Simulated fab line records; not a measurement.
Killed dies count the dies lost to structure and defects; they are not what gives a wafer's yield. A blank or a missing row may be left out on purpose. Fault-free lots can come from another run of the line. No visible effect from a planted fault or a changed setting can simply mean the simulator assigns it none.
Matching of chambers | flow gf180mcu | GF_POLY_GATE_ETCH_13 on rieSi-01 has 4 sister chambers
The step etches poly-Si in HBr/Cl2, stops on SiO2, target depth 198.5 nm, time 69.6 s. 7 wafers are shown with their chamber, then 7 later ones without.

EACH WAFER AND ITS CHAMBER
wafer  | chamber | drypumpMotorCurrentA (A) | oesProductAu (a.u.)
L988.2 | 1       | 5.6                      | 0.992
L995.1 | 2       | 6.2                      | 0.969
L995.6 | 2       | 6.2                      | 0.969
L100.4 | 3       | 6.4                      | 0.983
L100.6 | 0       | 6.0                      | 0.993
L107.1 | 3       | 6.3                      | 0.981
L107.2 | 0       | 6.0                      | 0.993

WAFERS MISSING THEIR CHAMBER
wafer  | drypumpMotorCurrentA (A) | oesProductAu (a.u.)
L107.5 | 6.0                      | 0.985
L108.1 | 6.4                      | 0.984
L108.2 | 6.0                      | 0.983
L108.3 | 6.2                      | 0.977
L109.1 | 5.6                      | 0.989
L109.3 | 6.2                      | 0.976
L109.4 | 6.4                      | 0.986

WHICH CHAMBER EACH WENT THROUGH
wafer  | from the rows above     | in truth
L107.5 | can't be placed: 3 or 0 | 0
L108.1 | 3                       | 3
L108.2 | 3                       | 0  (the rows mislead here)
L108.3 | 3                       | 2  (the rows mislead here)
L109.1 | 1                       | 1
L109.3 | can't be placed: 3 or 2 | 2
L109.4 | 3                       | 3
Placed correctly: 3 of 7. From these rows, 2 cannot be placed; in 2 the true chamber is one of the candidates. 2 placed wrongly.
How it was worked out, from the rows above alone: a wafer's distance from a chamber is the root of the sum, over the readings, of the square of ((its reading less the chamber's mean) divided by the reading's scatter). The wafer belongs to the nearest chamber; if the next one is less than 2 further off, it can't be placed. For every chamber, the mean is computed from those of its wafers that are shown. How the scatter is found: for the shown wafers, subtract from each reading the mean of its chamber, square and add these, divide the total by (wafers less chambers), then take the root.
